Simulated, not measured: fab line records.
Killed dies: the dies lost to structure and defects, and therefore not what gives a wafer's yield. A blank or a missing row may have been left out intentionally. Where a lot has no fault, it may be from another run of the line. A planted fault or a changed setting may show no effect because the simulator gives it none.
A lot that was struck, set against a sound lot | flow sky130 | 44 out of 708 route steps
Sound: wafers L807.2, L807.4, L807.6. Struck: wafer L800.1. The cause comes at the end.
Each step with rows lists, per side, the tool, then ch with its chambers, then its first start. Under that, the readings that differ: sound wafers | struck wafers | difference of the means | sigmas: that difference in standard deviations of wafers without a fault.
alike: same words and numbers on both sides, and readings whose means sit less than 2 such deviations apart. not compared: any withheld reading, any reading some wafer has no value for, any bound like >300 that may hide the same value, and any number with overlapping values for which the record gives no deviation.
The two part at a step that has a row with sigmas, a row that says differs or no value, or rows on one side only. When numbers do not overlap yet have no deviation, they are printed without sigmas and do not part them. Lack of a reading on every wafer of one side parts them only where that side has two or more wafers.

first, 2 steps without rows for these wafers: SKY_VIA2_SPUTTER_20 (material TiN, target thk 20 nm, time 80 s); SKY_VIA2_CVD_21 (deposits W, target thk 420 nm, time 126.4 s).
SKY_VIA2_RS_MEAS_22: measurement is done with a four-point probe.
  struck on film_metro-04, day 39 05:20; sound on film_metro-02, day 41 05:08
  alike: VIA2_W_RS
SKY_VIA2_THK_MEAS_23: measures by xrf.
  struck on film_metro-04, day 39 05:27; sound on film_metro-02, day 41 05:14
  alike: VIA2_W_THK
SKY_VIA2_CMP_24: polishes, stops on SiO2, t overpolish 18.53 s, target thk 0 nm.
  sound on cmp-02 ch 1,2, day 41 05:17; struck on cmp-01 ch 1, day 39 05:40
  alike: motor_current_A, overpolish_run_s, time_to_endpoint_s
SKY_METAL3_SPUTTER_00: material Ti, target thk 15 nm, time 10 s.
  struck on pvd_sputter-02, day 39 05:49; sound on pvd_sputter-03, day 41 05:35
  alike: cathode_dc_power_W, throttle_valve_pct
then, 5 steps without rows for these wafers: SKY_METAL3_SPUTTER_01 (material TiN, target thk 20 nm, time 16.7 s); SKY_METAL3_SPUTTER_02 (material AlCu, target thk 735 nm, time 39.1 s); SKY_METAL3_SPUTTER_03 (material Ti, target thk 5 nm, time 3.3 s); SKY_METAL3_SPUTTER_04 (material TiN, target thk 70 nm, time 58.3 s); SKY_CAPM_CVD_00 (deposits SiO2, target thk 15.5 nm).
SKY_CAPM_THK_MEAS_01:
  struck on film_metro-02, day 39 05:59; sound on film_metro-02, day 41 05:46
  alike: CAPM_CVD_00_THK
SKY_CAPM_SPUTTER_02: material TiN, target thk 200 nm, time 166.7 s.
  struck on pvd_sputter-01, day 39 06:03; sound on pvd_sputter-02, day 41 05:49
  reading                                  | sound                | struck | difference | sigmas
  cathode_dc_power_W (W)                   | 6500.9 6499.9 6500.6 | 6201.7 | -298.8     | -99 or more
  susceptor_temp_C (C)                     | 299.85 300.30 299.72 | 300.47 | +0.51      | +3
  model.TiN_of_CAPM_SPUTTER_02.thk_nm (nm) | 200.8 198.2 198.8    | 187.5  | -11.8      |
  alike: throttle_valve_pct
SKY_CAPM_RS_MEAS_03: measurement is done with a four-point probe.
  struck on film_metro-01, day 39 06:10; sound on film_metro-01, day 41 05:57
  reading              | sound          | struck | difference | sigmas
  CAPM_TIN_RS (ohm/sq) | 6.89 6.99 6.95 | 7.40   | +0.46      | +5
SKY_CAPM_THK_MEAS_04: measures by xrf.
  struck on film_metro-01, day 39 06:17; sound on film_metro-01, day 41 06:04
  reading           | sound             | struck | difference | sigmas
  CAPM_TIN_THK (nm) | 198.6 195.4 196.6 | 184.8  | -12.1      | -5
then, 7 steps without rows for these wafers: SKY_CAPM_DEHYDRATE_05 (time 60 s); SKY_CAPM_HMDS_06 (prime time 60 s); SKY_CAPM_COAT_07 (resist thk 1140 nm); SKY_CAPM_SOFTBAKE_08 (time 60 s); SKY_CAPM_EXPOSE_09 (exposes mask CAPM, target cd 1000 nm); SKY_CAPM_PEB_10; SKY_CAPM_DEVELOP_11 (develop time 60 s).
SKY_CAPM_OVL_MEAS_12:
  struck on overlay-02, day 40 06:52; sound on overlay-02, day 42 05:49
  alike: CAPM_OVL
SKY_CAPM_METAL_ETCH_13: etches TiN in Cl2/BCl3, stops on SiO2, target depth 220 nm, time 62.9 s.
  sound on rie_metal-04 ch 0,1, day 42 05:50; struck on rie_metal-04 ch 0, day 40 06:53
  reading                          | sound                | struck | difference | sigmas
  oes_product_au (a.u.)            | 0.942 0.939 0.947    | 0.901  | -0.042     | -5
  throttle_valve_pct (%)           | 21.909 21.907 21.909 | 21.928 | +0.020     | +2
  model.CAPM.feature_depth_nm (nm) | 200.8 198.2 198.8    | 187.5  | -11.8      |
  model.etch.depth_nm (nm)         | 200.8 198.2 198.8    | 187.5  | -11.8      |
  alike: drypump_motor_current_A
  not compared: rf_hours_counter_h
then, 12 steps without rows for these wafers: SKY_CAPM_STRIP_14 (strips in O2/N2); SKY_CAPM_STRIP_15 (strips in post etch residue remover, time 1200 s); SKY_CAPM_CLEAN_16 (cleans in IPA, time 180 s); SKY_CAPM_CLEAN_17 (cleans in O3/DIW); SKY_METAL3_DEHYDRATE_05 (time 60 s); SKY_METAL3_HMDS_06 (prime time 60 s); SKY_METAL3_COAT_07 (resist thk 60 nm); SKY_METAL3_COAT_08 (resist thk 1140 nm); SKY_METAL3_SOFTBAKE_09 (time 90 s); SKY_METAL3_EXPOSE_10 (exposes mask MM3, target cd 300 nm); SKY_METAL3_PEB_11; SKY_METAL3_DEVELOP_12 (develop time 60 s).
SKY_METAL3_CD_MEAS_13: target cd 300 nm.
  struck on cd_sem-02, day 41 07:31; sound on cd_sem-02, day 43 06:26
  alike: cd_nm
SKY_METAL3_OVL_MEAS_14:
  struck on overlay-01, day 41 07:38; sound on overlay-02, day 43 06:32
  alike: METAL3_OVL
SKY_METAL3_DESCUM_15: chemistry O2, time 8 s.
  sound on rie_metal-03 ch 0,1, day 43 06:34; struck on rie_metal-03 ch 0, day 41 07:40
  alike: drypump_motor_current_A, oes_product_au
  not compared: rf_hours_counter_h
SKY_METAL3_ETCH_16: etches BARC in N2/H2, stops on SiO2, time 88.2 s, target depth 60 nm.
  sound on rie_metal-03 ch 0,1, day 43 06:36; struck on rie_metal-03 ch 0, day 41 07:42
  alike: drypump_motor_current_A, oes_product_au, throttle_valve_pct
  not compared: rf_hours_counter_h
then, 1 step without rows for these wafers: SKY_METAL3_ETCH_17 (etches SiO2 in C4F8/O2/Ar, stops on TiN, time 3.9 s, target depth 15 nm).
SKY_METAL3_METAL_ETCH_18: etches the open film in Cl2/BCl3, stops on SiO2, target depth 845 nm, time 183.1 s.
  sound on rie_metal-02 ch 0,1, day 43 06:43; struck on rie_metal-04 ch 0, day 41 07:49
  alike: drypump_motor_current_A, oes_product_au, throttle_valve_pct
  not compared: rf_hours_counter_h
SKY_METAL3_STRIP_20: strips in post etch residue remover, time 1200 s.
  sound on wet_bench-04 ch 1, day 43 06:59; struck on wet_bench-02 ch 2, day 41 08:06
  reading                                  | sound           | struck | difference | sigmas
  model.TiN_of_CAPM_SPUTTER_02.thk_nm (nm) | 200 197.3 197.9 | 186.6  | -11.8      |
-- the record jumps here: 7 days lie between the struck wafers' starts before and after (it left off in module METAL3 and takes up again in module PAD_OPEN, whose first step shown is number 708 of the route) --
SKY_PAD_OPEN_PROBE_99:
  struck on prober-02, day 48 03:23; sound on prober-01, day 49 15:11
  reading            | sound    | struck | difference | sigmas
  killed_at_M0_to_M3 | 38 36 45 | 60     | +20        | +3
  killed_at_M4_up    | 4 4 6    | 1      | -4         | -2
  alike: killed_at_contacts, killed_at_front_end, killed_at_other, killed_dies, killed_open, killed_short

## WHERE THEY PART
At SKY_CAPM_SPUTTER_02 first; at SKY_PAD_OPEN_PROBE_99 last (within this record only).

WHY: what had been put in by the simulator
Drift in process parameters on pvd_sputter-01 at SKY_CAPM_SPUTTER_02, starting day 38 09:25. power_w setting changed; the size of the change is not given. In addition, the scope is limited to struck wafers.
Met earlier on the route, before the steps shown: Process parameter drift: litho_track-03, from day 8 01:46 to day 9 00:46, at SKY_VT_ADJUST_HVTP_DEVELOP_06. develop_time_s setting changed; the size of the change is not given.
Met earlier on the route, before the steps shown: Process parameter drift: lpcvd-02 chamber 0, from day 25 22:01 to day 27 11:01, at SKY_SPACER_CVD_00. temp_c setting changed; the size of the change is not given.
